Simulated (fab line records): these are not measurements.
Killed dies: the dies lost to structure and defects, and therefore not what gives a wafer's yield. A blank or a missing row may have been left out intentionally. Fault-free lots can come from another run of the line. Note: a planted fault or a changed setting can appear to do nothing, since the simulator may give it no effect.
A struck lot beside a sound one || flow gf180mcu || 17 steps out of a route of 602
Sound: wafers L875.1, L875.4, L875.5. Wafers struck: L881.1, L881.2, L881.4. At the end, the cause is stated.
Each step with rows lists, per side, the tool, then ch with its chambers, then its first start. Under that, the readings that differ: sound wafers || struck wafers || difference of the means || sigmas: that difference in standard deviations of wafers without a fault.
alike: readings with means less than 2 such deviations apart, plus words and numbers identical on both sides. not compared: withheld readings, readings lacking a value on some wafer, bounds such as >300 that could conceal the same value, and numbers that have no deviation in the record and whose values overlap.
A row with sigmas, a row that says differs or no value, or rows on one side alone: a step with any of these is where the two part. Non-overlapping numbers with no deviation appear without sigmas and do not part them. A reading that every wafer of one side lacks parts them only if that side has two wafers or more.

first, 3 steps without rows for these wafers: GF_V1_EXPOSE_11 (exposes mask Via1, target cd 260 nm); GF_V1_PEB_12 (peb time 90 s); GF_V1_DEVELOP_13 (develop time 60 s).
GF_V1_CD_MEAS_14 targets a cd of 260 nm.
  sound on cdSem-02, day 19 19:23; struck on cdSem-02, day 22 06:29
  alike: cdNm
GF_V1_OVL_MEAS_15:
  sound on overlay-01, day 19 19:31; struck on overlay-02, day 22 06:37
  alike: V1_OVL
GF_V1_ETCH_16: etches BARC in N2/H2.
  sound on rieDiel-02 ch 1,2,3, day 19 19:33; struck on rieDiel-04 ch 1,2, day 22 06:39
  alike: drypumpMotorCurrentA, oesProductAu, throttleValvePct
GF_V1_ETCH_17: etches SiO2 in C4F8/O2/Ar, stops on TiN, target depth 630 nm.
  sound on rieDiel-02 ch 1,2,3; struck on rieDiel-04 ch 1,2
  alike: oesProductAu
GF_V1_STRIP_18: strips in O2/N2.
  sound on plasmaAsher-03 ch 0,1, day 19 19:41; struck on plasmaAsher-01 ch 0,1, day 22 06:47
{"reading": "drypumpMotorCurrentA (A)", "sound": "4.8 6.0 4.8", "struck": "6.1 6.5 6.5", "difference": "+1.2", "sigmas": "+2"}
  alike: heaterPowerW, oesProductAu
  not compared: rfHoursCounterH
then, 2 steps without rows for these wafers: GF_V1_STRIP_19 (strips in post etch residue remover, time 1200 s); GF_V1_CLEAN_20 (cleans in DIW).
GF_V1_SPUTTER_21: material Ti, target thk 15 nm, time 80.02 s.
  sound on pvdSputter-03, day 19 20:13; struck on pvdSputter-03, day 22 07:19
  alike: throttleValvePct
GF_V1_SPUTTER_22: material TiN, target thk 10 nm, time 40 s.
  sound on pvdSputter-03, day 19 20:16; struck on pvdSputter-03, day 22 07:22
  alike: throttleValvePct
GF_V1_CVD_23: deposits W, target thk 350 nm, time 105.05 s.
  sound on cvdW-02 ch 0,1, day 19 20:19; struck on cvdW-02 ch 0,1, day 22 07:25
{"reading": "model.W_of_V1_CVD_23.thkNm (nm)", "sound": "357.1 348.1 351.8", "struck": "336.9 347.7 337.6", "difference": -11.6, "sigmas": ""}
  alike: heaterPowerW
GF_V1_RS_MEAS_24: measures by four-point-probe.
  sound on filmMetro-03, day 19 20:25; struck on filmMetro-02, day 22 07:31
{"reading": "V1_W_RS (ohm/sq)", "sound": "0.319 0.328 0.325", "struck": "0.340 0.330 0.339", "difference": "+0.012", "sigmas": "+3"}
GF_V1_THK_MEAS_25: measures by xrf.
  sound on filmMetro-03, day 19 20:32; struck on filmMetro-02, day 22 07:38
  alike: V1_W_THK
then, 1 step without rows for these wafers: GF_V1_CMP_26 (polishes, stops on SiO2, t overpolish 15 s, target thk 0 nm).
GF_PASSIVATION_PROBE_99:
  sound wafers here have rows in the record (prober-02, day 30 10:37); struck ones have none

WHERE THEY PART
Last at GF_PASSIVATION_PROBE_99 as far as this record goes, first at GF_V1_STRIP_18.

WHY: the cause the simulator had injected
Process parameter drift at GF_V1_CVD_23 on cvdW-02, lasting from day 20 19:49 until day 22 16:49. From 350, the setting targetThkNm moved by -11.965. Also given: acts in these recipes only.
